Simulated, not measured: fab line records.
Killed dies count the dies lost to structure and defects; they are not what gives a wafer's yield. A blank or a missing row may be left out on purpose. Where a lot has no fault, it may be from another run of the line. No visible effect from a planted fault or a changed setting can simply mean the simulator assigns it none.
A struck lot beside a sound one + flow sky130 + 15 steps out of a route of 708
Sound: the wafers L493.3, L493.5, L493.6. Struck: wafer L501.2 (left out: L501.3, L501.4 of the same lot, which were not struck); the cause appears at the end.
Order at every step that has rows: each side's tool, ch and its chambers, its first start. Under that, the readings that differ: sound wafers + struck wafers + difference of the means + sigmas: that difference in standard deviations of wafers without a fault.
alike: readings with means less than 2 such deviations apart, plus words and numbers identical on both sides. not compared: withheld readings, readings lacking a value on some wafer, bounds such as >300 that could conceal the same value, and numbers that have no deviation in the record and whose values overlap.
A row with sigmas, a row that says differs or no value, or rows on one side alone: a step with any of these is where the two part. When numbers do not overlap yet have no deviation, they are printed without sigmas and do not part them. Lack of a reading on every wafer of one side parts them only where that side has two or more wafers.

SKY_METAL1_THK_MEAS_06: measures by xrf.
  sound on film_metro-01 at day 34 04:14; struck on film_metro-01 at day 36 13:26
  alike: METAL1_ALCU_THK
then, 8 steps without rows for these wafers: SKY_METAL1_DEHYDRATE_07 (time 60 s); SKY_METAL1_HMDS_08 (prime time 60 s); SKY_METAL1_COAT_09 (resist thk 60 nm); SKY_METAL1_COAT_10 (resist thk 450 nm); SKY_METAL1_SOFTBAKE_11 (time 90 s); SKY_METAL1_EXPOSE_12 (exposes mask MM1, target cd 140 nm); SKY_METAL1_PEB_13; SKY_METAL1_DEVELOP_14 (develop time 60 s).
SKY_METAL1_CD_MEAS_15 targets a cd of 140 nm.
  sound on cd_sem-02 at day 35 06:57; struck on cd_sem-02 at day 37 15:29
  alike: cd_nm
SKY_METAL1_OVL_MEAS_16:
  sound on overlay-01 at day 35 07:02; struck on overlay-01 at day 37 15:35
| reading         | sound   | struck | difference | sigmas |
|-----------------|---------|--------|------------|--------|
| METAL1_OVL (nm) | -1 -2 1 | 11     | +12        | +2     |
SKY_METAL1_DESCUM_17: chemistry O2, time 8 s.
  sound on rie_metal-03 ch 0,1, day 35 07:05; struck on rie_metal-02 ch 0, day 37 15:37
| reading                | sound | struck | difference                   | sigmas |
|------------------------|-------|--------|------------------------------|--------|
| rf_hours_counter_h (h) | - - - | 2      | no value on the sound wafers |        |
  alike: drypump_motor_current_A, he_backside_leak_sccm, oes_product_au, temp_c
SKY_METAL1_ETCH_18: etches BARC in N2/H2, stops on SiO2, time 45.9 s, target depth 60 nm.
  sound on rie_metal-03 ch 0,1, day 35 07:07; struck on rie_metal-02 ch 0, day 37 15:39
| reading                | sound             | struck | difference                   | sigmas |
|------------------------|-------------------|--------|------------------------------|--------|
| oes_product_au (a.u.)  | 0.854 0.853 0.858 | 0.877  | +0.022                       | +5     |
| rf_hours_counter_h (h) | - - -             | 2      | no value on the sound wafers |        |
  alike: drypump_motor_current_A, he_backside_leak_sccm, throttle_valve_pct
SKY_METAL1_METAL_ETCH_19: etches the open film in Cl2/BCl3, stops on SiO2, target depth 360 nm, time 78 s.
  sound on rie_metal-03 ch 0,1, day 35 07:11; struck on rie_metal-02 ch 0, day 37 15:43
| reading                | sound | struck | difference                   | sigmas |
|------------------------|-------|--------|------------------------------|--------|
| rf_hours_counter_h (h) | - - - | 2      | no value on the sound wafers |        |
  alike: drypump_motor_current_A, he_backside_leak_sccm, oes_product_au, throttle_valve_pct
-- the record jumps here: 12 days lie between the struck wafers' starts before and after (it left off in module METAL1 and takes up again in module PAD_OPEN, whose first step shown is number 708 of the route) --
SKY_PAD_OPEN_PROBE_99:
  sound on prober-02 at day 47 17:56; struck on prober-02 at day 49 09:13
| reading                  | sound          | struck | difference | sigmas |
|--------------------------|----------------|--------|------------|--------|
| defect_limited_yield (%) | 80.1 83.3 83.7 | 77.6   | -4.8       | -2     |
| killed_dies              | 98 82 80       | 110    | +23        | +2     |
| sort_bin_5_function (%)  | 12.2 8.9 10.6  | 13.6   | +3.0       | +2     |
| sort_n_pass              | 394 410 412    | 382    | -23        | -2     |
| sort_yield_pct (%)       | 80.1 83.3 83.7 | 77.6   | -4.8       | -2     |
  alike: killed_at_M0_to_M3, killed_at_M4_up, killed_at_contacts, killed_at_front_end, killed_at_other, killed_open, killed_short, sort_bin_3_pad_short, sort_bin_6_memory

== WHERE THEY PART ==
Last at SKY_PAD_OPEN_PROBE_99 as far as this record goes, first at SKY_METAL1_OVL_MEAS_16.

WHY: whatever the simulator had introduced
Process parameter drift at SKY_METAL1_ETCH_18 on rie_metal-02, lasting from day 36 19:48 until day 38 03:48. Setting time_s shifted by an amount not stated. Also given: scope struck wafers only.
